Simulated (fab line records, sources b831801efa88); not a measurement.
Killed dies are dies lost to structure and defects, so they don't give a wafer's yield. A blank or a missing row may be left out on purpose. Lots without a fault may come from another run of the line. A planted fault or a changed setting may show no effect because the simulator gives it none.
fab line records | flow sky130
record lots=13 wafers=39 last_day=51
route steps=708 shown SONOS_TUNNEL@162 GATE_OXIDE@201 LDD_LDN@296 CONTACT@433 PAD_OPEN@708
lots that met no fault: from a run of the same line without faults
start_h: hours from the record's first day to the start of the lot's first wafer shown | wait_h: hours since the lot's step before | " the same as in the row above | L1.1+2: a row that stands for several wafers | - no value, or no start given | * or withheld: withheld | < > ~ a bound
route shown NAME@n: a module of which the file shows steps, and the number in the route of the first | usual: mean/standard deviation of fault-free wafers | same: alike in all rows | chamber/n: place in a boat | sites: the reading at each site | _std_site: their standard deviation | _edge_site: outer sites' mean less inner sites' | radius_mm: how far each site lies from the wafer's centre | mask NAME#n: copy n | behind: the tool/chamber that last shaped the wafer | hold: why the lot was held/for how many hours/how that ended | device: the transistor (n, p or np) that didn't switch | end of line: the same wafers' tests at the end of the route | a step without rows: its recipe alone | killed: dies lost to structure and defects at the first sort, not the wafer's yield | map: a wafer's dies, x killed, . not, _ none there
set.NAME: the setting as run; set.NAME@STEP: as run at that earlier step | model.NAME: the simulator's own value behind a step, which no gauge read
steps of the route over a sample of lots; a table a step, a row a wafer
services: from which hour (start_h, from the record's first day; less than 0 if before it) a tool's chamber was out of use, for how many hours, and why
## steps
# step SKY_SONOS_TUNNEL_OVL_MEAS_08
# usual SONOS_TUNNEL_OVL=0.4/1.5
# columns lot.wafer tool chamber start_h wait_h SONOS_TUNNEL_OVL[nm]
L958.1 overlay-01 - 272.62 0.1 -0.1
L958.5 " - " " 1.5
L958.6 " - " " 0.2
L957.1 overlay-01 - 274.28 0.1 0.3
L957.3 " - " " -0.1
L957.5 " - " " 1.6
L960.1 overlay-02 - 292.54 0.1 0.4
L960.4 " - " " -0.6
L960.5 " - " " 1.2
L961.1 overlay-02 - 299.03 0.1 2.4
L961.2 " - " " 3.5
L961.3 " - " " 0.7
L969.2 overlay-02 - 360.87 0.1 1.4
L969.3 " - " " 1.6
L969.5 " - " " -0.7
L970.1 overlay-01 - 371.76 0.1 0.8
L970.4 " - " " 0.7
L970.5 " - " " 1.6
L971.1 overlay-02 - 379.57 0.1 -1.3
L971.2 " - " " -0.5
L971.4 " - " " 0.4
L972.1 overlay-02 - 385.74 0.1 2.4
L972.2 " - " " 1.7
L972.3 " - " " 1.8
L973.1 overlay-01 - 391.11 0.1 -1.8
L973.5 " - " " -2.1
L973.6 " - " " 0.3
L974.1 overlay-02 - 398.46 0.1 -1.5
L974.3 " - " " -3.0
L974.5 " - " " -2.3
L975.2 overlay-02 - 407.73 0.1 -0.7
L975.3 " - " " -0.2
L975.6 " - " " -0.3
L978.4 overlay-02 - 434.06 0.1 -0.1
L978.5 " - " " -1.2
L978.6 " - " " -1.5
L979.1 overlay-01 - 441.88 0.1 -0.5
L979.3 " - " " 0.5
L979.5 " - " " 1.0
# step SKY_GATE_OXIDE_TW_MEAS_14
# usual GATE_OXIDE_TW=225.2/1.9
# columns lot.wafer tool chamber start_h wait_h GATE_OXIDE_TW
L958.1 film_metro-02 - 336.02 0.1 227.6
L958.5 " - " " 228.0
L958.6 " - " " 227.6
L957.1 film_metro-01 - 336.35 0.1 223.6
L957.3 " - " " 221.7
L957.5 " - " " 222.2
L960.1 film_metro-01 - 351.82 0.1 221.9
L960.4 " - " " 222.1
L960.5 " - " " 223.0
L961.1 film_metro-04 - 360.55 0.1 223.7
L961.2 " - " " 224.0
L961.3 " - " " 224.5
L969.2 film_metro-02 - 431.21 0.1 227.8
L969.3 " - " " 227.7
L969.5 " - " " 227.1
L970.1 film_metro-01 - 441.81 0.1 226.6
L970.4 " - " " 225.4
L970.5 " - " " 225.1
L971.1 film_metro-04 - 446.95 0.1 224.2
L971.2 " - " " 225.4
L971.4 " - " " 225.1
L972.1 film_metro-04 - 457.31 0.1 224.3
L972.2 " - " " 223.8
L972.3 " - " " 223.2
L973.1 film_metro-01 - 461.48 0.1 225.6
L973.5 " - " " 224.0
L973.6 " - " " 224.4
L974.1 film_metro-02 - 468.97 0.1 228.0
L974.3 " - " " 227.1
L974.5 " - " " 227.2
L975.2 film_metro-02 - 477.36 0.1 227.0
L975.3 " - " " 226.1
L975.6 " - " " 226.4
L978.4 film_metro-02 - 504.68 0.1 224.3
L978.5 " - " " 224.0
L978.6 " - " " 225.6
L979.1 film_metro-01 - 512.60 0.1 224.9
L979.3 " - " " 225.3
L979.5 " - " " 225.9
# step SKY_LDD_LDN_OVL_MEAS_07
# usual LDD_LDN_OVL=-0.2/1.3
# columns lot.wafer tool chamber start_h wait_h LDD_LDN_OVL[nm]
L957.1 overlay-02 - 560.35 0.1 -0.4
L957.3 " - " " -0.6
L957.5 " - " " -0.1
L958.1 overlay-02 - 562.80 0.1 -0.3
L958.5 " - " " -0.2
L958.6 " - " " -1.3
L960.1 overlay-02 - 578.20 0.1 -1.2
L960.4 " - " " -1.9
L960.5 " - " " -0.1
L961.1 overlay-02 - 585.66 0.1 1.0
L961.2 " - " " 0.2
L961.3 " - " " -0.3
L969.2 overlay-01 - 655.12 0.1 -0.8
L969.3 " - " " 0.4
L969.5 " - " " 0.8
L970.1 overlay-02 - 662.45 0.1 -2.0
L970.4 " - " " -1.9
L970.5 " - " " -1.6
L971.1 overlay-01 - 668.51 0.1 0.1
L971.2 " - " " 0.3
L971.4 " - " " 0.6
L972.1 overlay-02 - 678.96 0.1 0.4
L972.2 " - " " -2.6
L972.3 " - " " -0.6
L973.1 overlay-02 - 680.75 0.1 -0.3
L973.5 " - " " 0.9
L973.6 " - " " 0.9
L974.1 overlay-01 - 687.07 0.1 -0.5
L974.3 " - " " -1.1
L974.5 " - " " 0.3
L975.2 overlay-01 - 696.12 0.1 0.3
L975.3 " - " " 0.7
L975.6 " - " " -0.3
L978.4 overlay-01 - 720.33 0.1 -1.5
L978.5 " - " " -3.0
L978.6 " - " " -0.9
L979.1 overlay-02 - 727.80 0.1 -1.2
L979.3 " - " " -0.7
L979.5 " - " " 0.5
# step SKY_CONTACT_CMP_27
# recipe stop_on=SiO2 t_overpolish_s=15 down_force_psi=3.5 platen_rpm=60 target_thk_nm=0 pad_velocity_m_s=0.94248
# usual motor_current_A=11.1/1.2 overpolish_run_s=15.001/0.0097 slurry_filter_dp_kPa=13.52/0.13 time_to_endpoint_s=82.0/2.9
# same t_overpolish_s=15
# columns lot.wafer tool chamber start_h wait_h motor_current_A overpolish_run_s slurry_filter_dp_kPa time_to_endpoint_s
L957.3 cmp-01 1 773.64 0.0 10.7 14.992 13.54 77.7
L957.1 " 2 " " 12.0 15.012 13.36 78.7
L957.5 " 1 " " 10.7 14.991 13.58 81.2
L958.1 cmp-01 3 774.69 0.1 10.9 14.996 13.67 80.4
L958.5 " 1 " " 10.5 14.999 13.57 78.3
L958.6 " 2 " " 12.4 15.010 13.40 78.5
L960.4 cmp-01 3 790.37 0.1 10.3 0.042 13.61 124.7
L960.1 " 1 " " 10.5 14.967 13.51 75.7
L960.5 " 3 " " 10.7 14.987 13.46 81.1
L961.3 cmp-02 1 794.38 0.0 12.4 14.989 13.33 84.0
L961.2 " 2 " " 11.8 14.991 13.41 85.7
L961.1 " 0 " " 9.8 15.012 13.63 83.7
L969.2 cmp-01 0 860.54 0.2 9.8 15.000 13.61 78.7
L969.3 " 1 " " 10.2 15.003 13.53 79.7
L969.5 " 0 " " 10.0 15.004 13.29 75.3
L970.4 cmp-02 1 866.11 0.1 12.7 15.010 13.38 84.4
L970.1 " 2 " " 11.3 15.007 13.77 81.4
L970.5 " 3 " " 12.4 15.008 13.50 83.2
L971.1 cmp-02 3 871.79 0.1 11.6 15.009 13.53 82.1
L971.2 " 1 " " 13.0 14.989 13.60 82.2
L971.4 " 2 " " 12.6 14.981 13.66 86.4
L972.1 cmp-01 0 879.22 0.1 9.6 15.003 13.62 83.9
L972.3 " 2 " " 12.2 15.015 13.28 81.2
L972.2 " 3 " " 10.0 15.015 13.67 86.7
L973.1 cmp-01 2 882.90 0.1 12.1 15.011 13.51 79.7
L973.6 " 0 " " 10.3 15.006 13.27 83.1
L973.5 " 1 " " 9.5 14.999 13.73 81.9
L974.1 cmp-02 1 888.69 0.1 12.7 14.991 13.48 80.1
L974.3 " 2 " " 12.5 15.007 13.55 81.4
L974.5 " 1 " " 12.2 14.977 13.73 77.8
L975.2 cmp-02 0 902.01 0.1 8.9 14.988 13.46 79.9
L975.3 " 1 " " 12.7 15.007 13.51 82.6
L975.6 " 3 " " 12.2 14.993 13.28 81.1
L978.4 cmp-02 0 917.54 0.1 9.4 15.012 13.60 87.2
L978.6 " 3 " " 11.9 14.998 13.48 84.3
L978.5 " 0 " " 9.6 14.990 13.53 87.5
L979.1 cmp-02 0 926.74 0.1 9.6 14.985 13.67 80.9
L979.3 " 1 " " 12.8 15.006 13.38 78.9
L979.5 " 2 " " 12.6 14.999 13.64 80.2
# step SKY_PAD_OPEN_PROBE_99
# usual killed_at_M0_to_M3=43/6.9 killed_at_M4_up=3.2/1.6 killed_at_contacts=25/5.1 killed_at_front_end=16/4.5 killed_at_other=0.3/0.68 killed_dies=87/8.9 killed_on_rim=16/3.6 killed_open=48/6.9 killed_short=39/6.3
# same gross_dies=492 killed_at_back_side=0
# columns lot.wafer tool chamber start_h wait_h killed_at_M0_to_M3 killed_at_M4_up killed_at_contacts killed_at_front_end killed_at_other killed_dies killed_on_rim killed_open killed_short
L960.1 prober-01 - 1128.53 0.1 55 1 31 18 0 105 19 59 46
L960.4 prober-01 - 1128.68 0.2 42 3 435 11 1 492 96 44 35
L960.5 prober-01 - 1128.73 0.2 50 2 23 12 0 87 14 53 34
L969.2 prober-01 - 1177.89 0.1 46 4 23 22 1 96 21 49 47
L969.3 prober-01 - 1177.94 0.2 39 3 26 13 0 81 16 42 39
L969.5 prober-01 - 1178.04 0.2 53 6 23 16 1 99 20 56 42
L973.1 prober-01 - 1190.89 0.1 43 2 16 23 0 84 19 42 41
L973.6 prober-01 - 1191.14 0.2 46 1 25 15 0 87 15 50 37
# killed by level:class
L960.1 METAL2:geometric_particle:short=11 VIA1:geometric_particle:open=11 CONTACT:geometric_particle:open=10 LI_CONTACT:geometric_particle:open=10 VIA3:geometric_particle:open=9 POLY_GATE:geometric_particle:open=6 VIA2:geometric_particle:open=6 LI_CONTACT:geometric_particle:short=5
L960.4 CONTACT:area_cmp=413 VIA1:geometric_particle:open=9 VIA2:geometric_particle:open=8 CONTACT:geometric_particle:short=7 CONTACT:geometric_particle:open=6 METAL1:geometric_particle:short=6 LI_CONTACT:geometric_particle:open=5 METAL2:geometric_particle:short=5
L960.5 VIA2:geometric_particle:open=11 LI_CONTACT:geometric_particle:open=8 CONTACT:geometric_particle:open=8 VIA1:geometric_particle:open=8 METAL2:geometric_particle:short=8 VIA3:geometric_particle:open=7 FIELD_ISO:geometric_particle:open=5 CONTACT:geometric_particle:short=5
L969.2 VIA1:geometric_particle:open=14 VIA3:geometric_particle:open=8 FIELD_ISO:geometric_particle:short=7 CONTACT:geometric_particle:short=7 LI_CONTACT:geometric_particle:open=7 VIA3:geometric_particle:short=6 VIA1:geometric_particle:short=6 CONTACT:geometric_particle:open=5
L969.3 CONTACT:geometric_particle:open=12 METAL1:geometric_particle:short=8 VIA1:geometric_particle:open=8 FIELD_ISO:geometric_particle:open=6 LI_CONTACT:geometric_particle:open=6 VIA1:geometric_particle:short=6 VIA3:geometric_particle:open=4 VIA3:geometric_particle:short=4
L969.5 VIA2:geometric_particle:open=10 CONTACT:geometric_particle:open=10 FIELD_ISO:geometric_particle:open=9 VIA1:geometric_particle:short=9 VIA1:geometric_particle:open=8 METAL1:geometric_particle:short=7 VIA3:geometric_particle:open=6 CONTACT:geometric_particle:short=4
L973.1 VIA1:geometric_particle:open=14 LI_CONTACT:geometric_particle:open=7 POLY_GATE:geometric_particle:short=6 METAL1:geometric_particle:short=6 FIELD_ISO:geometric_particle:open=5 VIA3:geometric_particle:open=5 FIELD_ISO:geometric_particle:short=4 VIA1:geometric_particle:short=4
L973.6 VIA1:geometric_particle:open=14 LI_CONTACT:geometric_particle:open=8 CONTACT:geometric_particle:open=7 VIA1:geometric_particle:short=7 VIA2:geometric_particle:open=6 POLY_GATE:geometric_particle:open=4 LI_CONTACT:geometric_particle:short=4 CONTACT:geometric_particle:short=4
## services
# columns tool chamber start_h hours kind
cmp-02 - 775.01 7.7 pm
cmp-01 - 813.45 2.8 repair
cmp-02 - 851.84 4.1 pm
cmp-02 - 909.76 1.3 repair
cmp-01 - 912.02 4.0 pm
cmp-01 - 916.02 - consumable_replace:conditioner
cmp-01 - 916.02 - consumable_replace:pad
## key
first_sign step=SKY_CONTACT_CMP_27 reading=overpolish_run_s direction=down sigmas=99+ usual=15.001 struck=0.042
effect step=SKY_CONTACT_CMP_27 reading=time_to_endpoint_s direction=up sigmas=15 usual=* struck=*
effect step=SKY_PAD_OPEN_PROBE_99 reading=killed_at_contacts direction=up sigmas=81 usual=25 struck=435
more_kills_born_at SKY_CONTACT_CMP_27@cmp-01=413
met_at SKY_CONTACT_CMP_27
struck_lots L960
struck_wafers L960.4
later_rows_left_out L960.4
tester_left_out L960
not_acting_at SKY_SONOS_TUNNEL_OVL_MEAS_08,SKY_GATE_OXIDE_TW_MEAS_14,SKY_LDD_LDN_OVL_MEAS_07
onset_between 774.69 790.37
fault kind=process_parameter_drift tool=cmp-01 chamber=- onset_h=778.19 steps=SKY_CONTACT_CMP_27 channel=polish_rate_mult offset=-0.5 shape=step end_h=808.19 scope=struck_wafers_only
# tester_left_out: of these lots the tester's yield and bins aren't shown, on N5 and GAA mostly nor the transistor test; their killed dies are dies lost to structure and defects alone, not to doping, threshold or leakage, so they don't give the yield
# later_rows_left_out: the simulator's readings of these wafers behind a module that went badly wrong aren't trusted and aren't shown, but for the sort
